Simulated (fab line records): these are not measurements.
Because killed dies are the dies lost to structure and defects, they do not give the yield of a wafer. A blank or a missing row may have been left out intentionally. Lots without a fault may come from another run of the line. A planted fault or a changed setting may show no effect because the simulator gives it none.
The tool behind it: which one? | flow sky130 | 12 lots with 36 wafers sampled at 3 steps, on a route of 708 steps

## WHAT THE GAUGES SHOWED, per wafer
SKY_RES_PROTECT_TW_MEAS_08. Usual: POLY_GATE_TW gives 4043 (standard deviation 30).
lot  | measured     | on            | POLY_GATE_TW   | flag
L246 | day 15 08:53 | film-metro-01 | 4095 4060 4057 |
L247 | day 15 20:27 | film-metro-02 | 4049 4022 4041 |
L249 | day 16 09:23 | film-metro-02 | 4027 4061 4049 |
L250 | day 17 00:44 | film-metro-02 | 4094 4075 4060 |
L251 | day 17 07:20 | film-metro-04 | 4020 3995 3989 |
L257 | day 19 05:13 | film-metro-01 | 4077 4081 4073 |
L258 | day 19 14:32 | film-metro-04 | 4039 4015 4046 |
L259 | day 20 00:44 | film-metro-01 | 4066 4072 4080 |
L260 | day 20 09:26 | film-metro-01 | 4057 4070 4055 |
L261 | day 20 15:41 | film-metro-04 | 30 30 30       | OFF
L262 | day 21 13:04 | film-metro-04 | 3999 4009 4002 |
L265 | day 22 05:04 | film-metro-04 | 4018 4017 4025 |

SKY_POLY_GATE_CD_MEAS_22. Usual: cd-nm 150.0 nm, standard deviation 2.3.
lot  | measured     | on        | cd-nm (nm)        | flag
L246 | day 16 16:46 | cd-sem-02 | 149.1 152.8 148.5 |
L247 | day 17 04:46 | cd-sem-01 | 145.2 145.5 143.7 |
L249 | day 17 18:48 | cd-sem-01 | 148.7 151.5 147.4 |
L250 | day 18 09:58 | cd-sem-02 | 153.4 150.4 151.6 |
L251 | day 18 18:47 | cd-sem-02 | 149.6 151.2 145.8 |
L257 | day 20 16:20 | cd-sem-02 | 147.4 146.4 148.0 |
L258 | day 21 01:08 | cd-sem-01 | 151.0 149.8 150.4 |
L259 | day 21 10:50 | cd-sem-02 | 149.3 144.9 152.3 |
L260 | day 21 19:52 | cd-sem-02 | 151.1 150.5 147.7 |
L261 | day 22 02:28 | cd-sem-02 | 149.1 150.5 148.6 |
L262 | day 23 00:08 | cd-sem-02 | 147.9 153.5 150.0 |
L265 | day 23 15:14 | cd-sem-01 | 149.8 150.3 152.5 |

## TOOL THAT RAN EACH LOT (tool first, then ch and the chambers of the sampled wafers, then the start)
lot  | SKY_RES_PROTECT_EXPOSE_04
L246 | iline-stepper-01 ch 0, day 14 20:05
L247 | iline-stepper-02 ch 0, day 15 06:16
L249 | iline-stepper-01 ch 0, day 15 19:53
L250 | iline-stepper-01 ch 0, day 16 10:09
L251 | iline-stepper-02 ch 0, day 16 16:42
L257 | iline-stepper-01 ch 0, day 18 15:04
L258 | iline-stepper-02 ch 0, day 18 23:03
L259 | iline-stepper-02 ch 0, day 19 08:56
L260 | iline-stepper-02 ch 0, day 19 18:21
L261 | iline-stepper-01 ch 0, day 20 00:37
L262 | iline-stepper-02 ch 0, day 20 21:04
L265 | iline-stepper-01 ch 0, day 21 14:40
- SKY_RES_PROTECT_EXPOSE_04: exposes mask RPM, target cd 1270 nm.

## WHAT THE TOOLS THEMSELVES READ (means of the sampled wafers that have a number; where no wafer has one, the mark that the record gives instead)
The record holds no such reading with a usual standard deviation.

## THE ANSWER, worked out from the rows above alone
Rule: a lot counts as off when the mean over its wafers that have a number is more than 3 standard deviations away from the usual mean. A lot without any number at a reading at which 4 lots or more have one is off too. The other lots that the step has rows for count as sound. Order of review: gauges by route order, followed by the tools' own readings, for which a lot's mean as printed above is used. At the first step where some lot is off, the reading lying furthest off is the one used; lots without a number count as furthest.
Off: L261, at SKY_RES_PROTECT_TW_MEAS_08 (POLY_GATE_TW).
A tool fits if, at a process step before that reading, it ran every lot that is off, and no sound lot after the first of them. The gauges at SKY_RES_PROTECT_TW_MEAS_08 are tried like those tools. Not one of the candidates tried fits.

## WHAT THE SIMULATOR PUT IN
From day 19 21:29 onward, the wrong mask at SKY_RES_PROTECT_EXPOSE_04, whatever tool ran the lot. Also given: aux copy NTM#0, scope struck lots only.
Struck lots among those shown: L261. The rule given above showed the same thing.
